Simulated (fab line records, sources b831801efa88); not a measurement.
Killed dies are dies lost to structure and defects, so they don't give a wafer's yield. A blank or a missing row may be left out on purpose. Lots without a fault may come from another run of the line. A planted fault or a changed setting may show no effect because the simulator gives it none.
fab line records | flow sky130
record lots=11 wafers=32 last_day=51
route steps=708 shown LDD_HVN@274 LDD_LDN@301 LI_CONTACT@362 PAD_OPEN@708
lots that met no fault: from a run of the same line without faults
start_h: hours from the record's first day to the start of the lot's first wafer shown | wait_h: hours since the lot's step before | " the same as in the row above | L1.1+2: a row that stands for several wafers | - no value, or no start given | * or withheld: withheld | < > ~ a bound
route shown NAME@n: a module of which the file shows steps, and the number in the route of the first | usual: mean/standard deviation of fault-free wafers | same: alike in all rows | chamber/n: place in a boat | sites: the reading at each site | _std_site: their standard deviation | _edge_site: outer sites' mean less inner sites' | radius_mm: how far each site lies from the wafer's centre | mask NAME#n: copy n | behind: the tool/chamber that last shaped the wafer | hold: why the lot was held/for how many hours/how that ended | device: the transistor (n, p or np) that didn't switch | end of line: the same wafers' tests at the end of the route | a step without rows: its recipe alone | killed: dies lost to structure and defects at the first sort, not the wafer's yield | map: a wafer's dies, x killed, . not, _ none there
set.NAME: the setting as run; set.NAME@STEP: as run at that earlier step | model.NAME: the simulator's own value behind a step, which no gauge read
steps of the route over a sample of lots; a table a step, a row a wafer
services: from which hour (start_h, from the record's first day; less than 0 if before it) a tool's chamber was out of use, for how many hours, and why
## steps
# step SKY_LDD_HVN_OVL_MEAS_07
# usual LDD_HVN_OVL=0.3/1.1
# columns lot.wafer tool chamber start_h wait_h LDD_HVN_OVL[nm]
L520.2 overlay-01 - 484.56 0.1 0.1
L520.5 " - " " 1.5
L520.6 " - " " 0.7
L521.1 overlay-02 - 499.06 0.1 0.3
L521.3 " - " " 0.1
L521.5 " - " " 0.1
L523.3 overlay-01 - 506.12 0.1 0.2
L523.5 " - " " 1.3
L523.6 " - " " 1.4
L526.1 overlay-02 - 527.75 0.1 -0.1
L526.3 " - " " 0.1
L526.4 " - " " -0.4
L527.1 overlay-02 - 543.21 0.1 2.5
L527.2 " - " " -0.9
L527.3 " - " " -1.0
L530.2 overlay-01 - 572.60 0.1 1.0
L530.4 " - " " 0.0
L538.1 overlay-01 - 628.49 0.1 1.0
L538.3 " - " " -0.5
L538.5 " - " " 1.2
L539.2 overlay-02 - 637.85 0.1 2.0
L539.3 " - " " 1.0
L539.6 " - " " 1.4
L540.2 overlay-01 - 647.70 0.1 1.7
L540.3 " - " " -1.3
L540.6 " - " " 2.7
L541.2 overlay-01 - 656.01 0.1 1.5
L541.3 " - " " 1.5
L541.6 " - " " 1.5
L543.1 overlay-02 - 670.36 0.1 -2.3
L543.3 " - " " 0.0
L543.5 " - " " -0.2
# step SKY_LDD_HVN_STRIP_09
# recipe chemistry=O2/N2 power_w=1400 pressure_mtorr=1500 platen_temp_c=withheld o2_flow_sccm=3000 n2_flow_sccm=300 overash_fraction=0.5
# usual drypump_motor_current_A=5.8/0.41 oes_product_au=0.408/0.0047 strip_time_to_endpoint_s=4.136/0.017
# columns lot.wafer tool chamber start_h wait_h drypump_motor_current_A oes_product_au rf_hours_counter_h strip_time_to_endpoint_s
L520.2 plasma_asher-04 0 484.74 0.1 5.3 0.408 64 4.149
L520.5 " 0 " " 5.3 0.409 - 4.140
L520.6 " 1 " " 6.1 0.409 - 4.147
L521.1 plasma_asher-01 0 499.24 0.1 6.0 0.403 84 4.094
L521.3 " 0 " " 6.0 0.414 - 4.124
L521.5 " 1 " " 5.1 0.408 - 4.105
L523.3 plasma_asher-02 1 506.33 0.1 6.1 0.412 - 4.118
L523.5 " 1 " " 6.1 0.406 - 4.143
L523.6 " 0 " " 5.9 0.404 - 4.131
L526.1 plasma_asher-01 1 527.94 0.1 5.1 0.418 88 4.122
L526.3 " 0 " " 6.0 0.407 - 4.120
L526.4 " 1 " " 5.1 0.402 - 4.112
L527.1 plasma_asher-02 0 543.40 0.1 6.0 0.405 41 4.129
L527.2 " 1 " " 6.1 0.408 41 4.105
L527.3 " 0 " " 5.9 0.403 - 4.120
L530.2 plasma_asher-01 0 572.78 0.1 6.0 0.414 94 4.129
L530.4 " 1 " " 5.2 0.403 - 4.082
L538.1 plasma_asher-02 0 628.68 0.1 6.0 0.406 51 4.153
L538.3 " 1 " " 6.2 0.415 - 4.136
L538.5 " 0 " " 5.9 0.417 - 4.103
L539.2 plasma_asher-04 0 638.03 0.1 5.3 0.407 72 4.169
L539.3 " 1 " " 6.1 0.415 - 4.146
L539.6 " 0 " " 5.3 0.408 - 4.149
L540.2 plasma_asher-02 0 647.88 0.1 6.0 0.411 53 4.139
L540.3 " 1 " " 6.1 0.407 - 4.156
L540.6 " 0 " " 6.0 0.414 - 4.160
L541.2 plasma_asher-01 0 656.19 0.1 5.9 0.408 102 4.167
L541.3 " 0 " " 6.0 0.414 - 4.140
L541.6 " 1 " " 5.1 0.413 - 4.165
L543.1 plasma_asher-04 1 670.55 0.1 6.1 0.408 76 4.134
L543.3 " 0 " " 5.3 0.417 - 4.158
L543.5 " 0 " " 5.2 0.404 - 4.142
# step SKY_LDD_LDN_STRIP_12
# recipe chemistry=O2/N2 power_w=1400 pressure_mtorr=1500 platen_temp_c=withheld o2_flow_sccm=3000 n2_flow_sccm=300 overash_fraction=0.5
# usual drypump_motor_current_A=5.7/0.4 oes_product_au=0.715/0.0048 strip_time_to_endpoint_s=14.17/0.04
# columns lot.wafer tool chamber start_h wait_h drypump_motor_current_A oes_product_au rf_hours_counter_h strip_time_to_endpoint_s
L520.2 plasma_asher-02 1 547.24 0.1 6.1 0.711 42 14.13
L520.5 " 1 " " 6.1 0.720 - 14.17
L520.6 " 0 " " 6.0 0.714 - 14.19
L521.1 plasma_asher-02 1 560.99 0.1 6.1 0.712 43 14.11
L521.3 " 0 " " 6.0 0.715 - 14.11
L521.5 " 1 " " 6.1 0.713 - 14.11
L523.3 plasma_asher-03 1 568.83 0.1 5.2 0.716 - 14.09
L523.5 " 1 " " 5.2 0.713 - 14.14
L523.6 " 0 " " 5.4 0.713 - 14.13
L526.1 plasma_asher-02 1 589.45 0.1 6.2 0.718 47 14.23
L526.3 " 0 " " 6.0 0.714 - 14.17
L526.4 " 1 " " 6.1 0.722 - 14.16
L527.1 plasma_asher-02 1 605.15 0.1 6.1 0.712 49 14.12
L527.2 " 0 " " 6.0 0.715 49 14.14
L527.3 " 1 " " 6.2 0.718 - 14.10
L530.2 plasma_asher-01 0 632.45 0.1 6.0 0.720 100 14.22
L530.4 " 0 " " 6.0 0.709 - 14.24
L538.1 plasma_asher-01 0 687.70 0.1 6.0 0.714 105 14.23
L538.3 " 0 " " 5.9 0.720 - 14.17
L538.5 " 1 " " 5.1 0.714 - 14.17
L539.2 plasma_asher-03 0 696.75 0.1 5.4 0.717 30 14.10
L539.3 " 1 " " 5.2 0.710 - 14.10
L539.6 " 0 " " 5.5 0.715 - 14.08
L540.2 plasma_asher-02 1 706.24 0.1 6.1 0.703 59 14.21
L540.3 " 0 " " 6.0 0.713 - 14.18
L540.6 " 1 " " 6.1 0.712 - 14.18
L541.2 plasma_asher-01 0 714.35 0.1 6.0 0.709 107 14.15
L541.3 " 1 " " 5.1 0.718 - 14.10
L541.6 " 1 " " 5.1 0.715 - 14.18
L543.1 plasma_asher-02 0 728.44 0.1 5.9 0.720 61 14.15
L543.3 " 0 " " 6.0 0.710 - 14.18
L543.5 " 0 " " 6.0 0.723 - 14.16
# step SKY_LI_CONTACT_HDPCVD_00
# recipe material=PSG target_thk_nm=930 sigma_open_frac=0.3 time_s=155 temp_c=600 sih4_flow_sccm=60 pressure_mtorr=6
# usual run_length_s=182.8/0.61
# columns lot.wafer tool chamber start_h wait_h run_length_s
L520.2 hdpcvd-02 0 670.82 0.0 183.5
L520.5 " 1 " " 182.3
L520.6 " 2 " " 183.1
L521.1 hdpcvd-02 1 682.13 0.0 181.9
L521.3 " 2 " " 182.5
L521.5 " 1 " " 182.3
L523.3 hdpcvd-01 2 690.98 0.0 184.2
L523.5 " 0 " " 183.0
L523.6 " 1 " " 183.2
L526.1 hdpcvd-02 1 710.42 0.0 182.8
L526.3 " 2 " " 182.9
L526.4 " 2 " " 182.2
L527.1 hdpcvd-02 0 723.78 0.0 183.1
L527.2 " 1 " " 279.7
L527.3 " 2 " " 182.1
L530.2 hdpcvd-02 0 751.19 0.0 280.4
L530.4 " 2 " " 279.9
L538.1 hdpcvd-01 1 804.17 0.0 182.6
L538.3 " 2 " " 183.9
L538.5 " 0 " " 183.3
L539.2 hdpcvd-02 2 816.58 0.0 182.3
L539.3 " 0 " " 182.8
L539.6 " 1 " " 182.0
L540.2 hdpcvd-02 2 819.15 0.0 182.1
L540.3 " 1 " " 182.1
L540.6 " 0 " " 183.4
L541.2 hdpcvd-01 0 827.83 0.0 182.8
L541.3 " 1 " " 183.4
L541.6 " 2 " " 184.1
L543.1 hdpcvd-02 1 844.18 0.0 183.0
L543.3 " 0 " " 183.2
L543.5 " 0 " " 183.2
# step SKY_LI_CONTACT_THK_MEAS_01
# recipe reads=PSG_of_LI_CONTACT_HDPCVD_00
# usual LI_CONTACT_HDPCVD_THK=928/8.6
# columns lot.wafer tool chamber start_h wait_h LI_CONTACT_HDPCVD_THK[nm]
L520.2 film_metro-02 - 670.93 0.1 918
L520.5 " - " " 925
L520.6 " - " " 917
L521.1 film_metro-02 - 682.29 0.1 925
L521.3 " - " " 920
L521.5 " - " " 916
L523.3 film_metro-02 - 691.10 0.1 922
L523.5 " - " " 933
L523.6 " - " " 927
L526.1 film_metro-03 - 710.52 0.1 938
L526.3 " - " " 941
L526.4 " - " " 931
L527.1 film_metro-03 - 723.88 0.1 929
L527.2 " - " " 1518
L527.3 " - " " 929
L530.2 film_metro-01 - 751.30 0.1 1515
L530.4 " - " " 1516
L538.1 film_metro-02 - 804.27 0.1 935
L538.3 " - " " 927
L538.5 " - " " 917
L539.2 film_metro-01 - 816.69 0.1 932
L539.3 " - " " 936
L539.6 " - " " 935
L540.2 film_metro-01 - 819.26 0.1 913
L540.3 " - " " 920
L540.6 " - " " 924
L541.2 film_metro-02 - 827.94 0.1 930
L541.3 " - " " 934
L541.6 " - " " 926
L543.1 film_metro-03 - 844.29 0.1 930
L543.3 " - " " 926
L543.5 " - " " 925
# step SKY_LI_CONTACT_CMP_02
# recipe material=PSG down_force_psi=4 platen_rpm=60 pad_velocity_m_s=0.94248
# usual motor_current_A=12.0/1.2 time_to_endpoint_s=33.4/2.4
# columns lot.wafer tool chamber start_h wait_h motor_current_A time_to_endpoint_s
L520.2 cmp-01 3 670.98 0.0 11.3 35.3
L520.6 " 3 " " 11.3 37.0
L520.5 " 0 " " 10.6 34.0
L521.3 cmp-01 3 682.45 0.1 11.5 34.1
L521.1 " 0 " " 10.5 34.6
L521.5 " 1 " " 11.1 33.8
L523.3 cmp-02 0 691.19 0.1 10.7 31.5
L523.5 " 3 " " 13.8 31.8
L523.6 " 0 " " 10.2 32.0
L526.3 cmp-01 0 710.58 0.0 10.7 35.0
L526.1 " 1 " " 11.3 33.0
L526.4 " 3 " " 11.0 34.1
L527.3 cmp-02 1 723.94 0.0 13.3 34.5
L527.2 " 2 " " 13.2 94.3
L527.1 " 3 " " 13.1 35.3
L530.2 cmp-02 3 751.45 0.1 13.7 92.9
L530.4 " 0 " " 10.2 89.6
L538.3 cmp-02 2 804.33 0.0 13.4 35.4
L538.1 " 3 " " 13.6 35.6
L538.5 " 2 " " 12.8 36.0
L539.3 cmp-01 2 816.84 0.1 13.4 34.4
L539.2 " 3 " " 11.3 34.2
L539.6 " 0 " " 10.6 35.0
L540.3 cmp-01 2 819.31 0.0 13.0 30.8
L540.2 " 3 " " 11.4 33.1
L540.6 " 2 " " 13.8 31.3
L541.2 cmp-01 2 828.17 0.2 13.3 32.9
L541.3 " 3 " " 11.7 33.7
L541.6 " 0 " " 11.1 32.6
L543.1 cmp-02 2 844.35 0.1 13.0 32.9
L543.3 " 0 " " 10.5 33.1
L543.5 " 2 " " 12.4 36.5
# step SKY_PAD_OPEN_PROBE_99
# usual killed_at_M0_to_M3=43/6.9 killed_at_M4_up=3.2/1.6 killed_at_contacts=25/5.1 killed_at_front_end=16/4.5 killed_at_other=0.3/0.68 killed_dies=87/8.9 killed_open=48/6.9 killed_short=39/6.3
# same gross_dies=492 killed_at_back_side=0
# columns lot.wafer tool chamber start_h wait_h killed_at_M0_to_M3 killed_at_M4_up killed_at_contacts killed_at_front_end killed_at_other killed_dies killed_open killed_short
L527.1 prober-01 - 1141.63 0.1 44 5 20 10 0 79 39 40
L527.2 prober-01 - 1141.68 0.1 34 3 25 10 0 72 40 32
L527.3 prober-01 - 1141.73 0.2 43 5 30 11 0 89 48 41
L530.2 prober-02 - 1159.19 0.1 43 4 23 13 0 83 45 38
L538.1 prober-02 - 1195.97 0.1 49 1 29 6 5 90 56 31
L538.3 prober-02 - 1196.07 0.2 43 3 21 22 1 90 47 42
L538.5 prober-02 - 1196.17 0.2 47 5 30 13 0 95 54 41
L539.2 prober-02 - 1204.93 0.1 52 2 34 14 1 103 59 44
L539.3 prober-02 - 1204.98 0.2 47 4 24 8 0 83 55 28
L539.6 prober-02 - 1205.13 0.2 43 2 26 16 0 87 53 34
# killed by level:class
L527.1 VIA1:geometric_particle:open=11 METAL1:geometric_particle:short=6 CONTACT:geometric_particle:short=5 CONTACT:geometric_particle:open=5 VIA1:geometric_particle:short=5 METAL2:geometric_particle:short=5 VIA2:geometric_particle:open=5 POLY_GATE:geometric_particle:short=4
L527.2 CONTACT:geometric_particle:open=10 VIA1:geometric_particle:open=8 VIA3:geometric_particle:open=8 LI_CONTACT:geometric_particle:open=5 LOCAL_INTERCONNECT:geometric_particle:short=5 METAL1:geometric_particle:short=5 FIELD_ISO:geometric_particle:short=4 POLY_GATE:geometric_particle:open=4
L527.3 VIA1:geometric_particle:open=12 CONTACT:geometric_particle:open=11 LI_CONTACT:geometric_particle:open=6 METAL1:geometric_particle:short=6 CONTACT:geometric_particle:short=5 VIA2:geometric_particle:short=5 VIA3:geometric_particle:open=5 LOCAL_INTERCONNECT:geometric_particle:short=4
L530.2 VIA1:geometric_particle:open=13 CONTACT:geometric_particle:open=8 LI_CONTACT:geometric_particle:open=6 LOCAL_INTERCONNECT:geometric_particle:short=5 VIA2:geometric_particle:open=5 VIA3:geometric_particle:short=4 VIA1:geometric_particle:short=4 METAL2:geometric_particle:short=4
L538.1 VIA1:geometric_particle:open=21 CONTACT:geometric_particle:open=12 LI_CONTACT:geometric_particle:open=7 VIA3:geometric_particle:open=7 METAL1:geometric_particle:short=6 LI_CONTACT:geometric_particle:short=5 CONTACT:geometric_particle:short=3 VIA1:geometric_particle:short=3
L538.3 VIA1:geometric_particle:open=11 VIA3:geometric_particle:open=9 CONTACT:geometric_particle:open=7 VIA1:geometric_particle:short=7 FIELD_ISO:geometric_particle:open=6 FIELD_ISO:geometric_particle:short=6 POLY_GATE:geometric_particle:open=5 LI_CONTACT:geometric_particle:open=5
L538.5 CONTACT:geometric_particle:open=12 VIA2:geometric_particle:open=10 VIA1:geometric_particle:open=9 LI_CONTACT:geometric_particle:open=7 VIA2:geometric_particle:short=5 VIA3:geometric_particle:open=5 FIELD_ISO:geometric_particle:open=4 CONTACT:geometric_particle:short=4
L539.2 VIA2:geometric_particle:open=13 CONTACT:geometric_particle:open=13 VIA1:geometric_particle:open=11 FIELD_ISO:geometric_particle:open=8 LOCAL_INTERCONNECT:geometric_particle:short=7 LI_CONTACT:geometric_particle:open=6 VIA3:geometric_particle:open=6 METAL2:geometric_particle:short=5
L539.3 VIA1:geometric_particle:open=12 CONTACT:geometric_particle:open=9 VIA2:geometric_particle:open=9 VIA1:geometric_particle:short=6 VIA3:geometric_particle:open=6 LI_CONTACT:geometric_particle:open=5 FIELD_ISO:geometric_particle:open=4 LI_CONTACT:geometric_particle:short=4
L539.6 CONTACT:geometric_particle:open=12 VIA1:geometric_particle:open=9 VIA2:geometric_particle:open=7 FIELD_ISO:geometric_particle:open=5 VIA3:geometric_particle:open=5 LI_CONTACT:geometric_particle:open=5 METAL1:geometric_particle:short=5 FIELD_ISO:geometric_particle:short=4
## services
# columns tool chamber start_h hours kind
cmp-02 - 470.36 0.3 repair
plasma_asher-02 - 472.30 14.6 pm
plasma_asher-02 - 500.24 4.7 repair
cmp-01 - 505.25 6.6 repair
cmp-01 - 518.11 2.0 repair
cmp-01 - 524.77 0.9 repair
hdpcvd-02 2 553.95 10.2 repair
cmp-01 - 572.00 4.0 pm
hdpcvd-02 0 589.34 7.8 repair
cmp-01 - 590.02 0.4 repair
plasma_asher-01 - 595.06 5.6 repair
cmp-02 - 628.20 1.8 repair
plasma_asher-01 - 640.30 2.8 pm
plasma_asher-01 - 653.89 1.8 repair
cmp-02 - 669.36 2.6 repair
hdpcvd-02 0 679.08 7.5 repair
cmp-01 - 721.36 4.9 pm
cmp-02 - 730.78 6.5 repair
plasma_asher-01 - 733.75 9.0 pm
cmp-02 - 736.27 1.1 repair
cmp-02 - 744.02 4.0 pm
hdpcvd-02 - 757.34 1.1 repair
cmp-01 - 813.45 2.8 repair
plasma_asher-02 - 837.47 0.3 repair
## key
first_sign step=SKY_LI_CONTACT_HDPCVD_00 reading=run_length_s direction=up sigmas=99+ usual=* struck=*
effect step=SKY_LI_CONTACT_THK_MEAS_01 reading=LI_CONTACT_HDPCVD_THK direction=up sigmas=68 usual=928 struck=1516
effect step=SKY_LI_CONTACT_CMP_02 reading=time_to_endpoint_s direction=up sigmas=25 usual=* struck=*
met_at SKY_LI_CONTACT_HDPCVD_00
struck_lots L527,L530
struck_wafers L527.2,L530.2,L530.4
tester_left_out L527,L530
not_acting_at SKY_LDD_HVN_OVL_MEAS_07,SKY_LDD_HVN_STRIP_09,SKY_LDD_LDN_STRIP_12
onset_between 710.42 723.78
fault kind=process_parameter_drift tool=hdpcvd-02 chamber=- onset_h=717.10 steps=SKY_LI_CONTACT_HDPCVD_00 channel=time_s offset=* shape=step end_h=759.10 scope=struck_wafers_only acts_in=* stated=*
# tester_left_out: of these lots the tester's yield and bins aren't shown, on N5 and GAA mostly nor the transistor test; their killed dies are dies lost to structure and defects alone, not to doping, threshold or leakage, so they don't give the yield
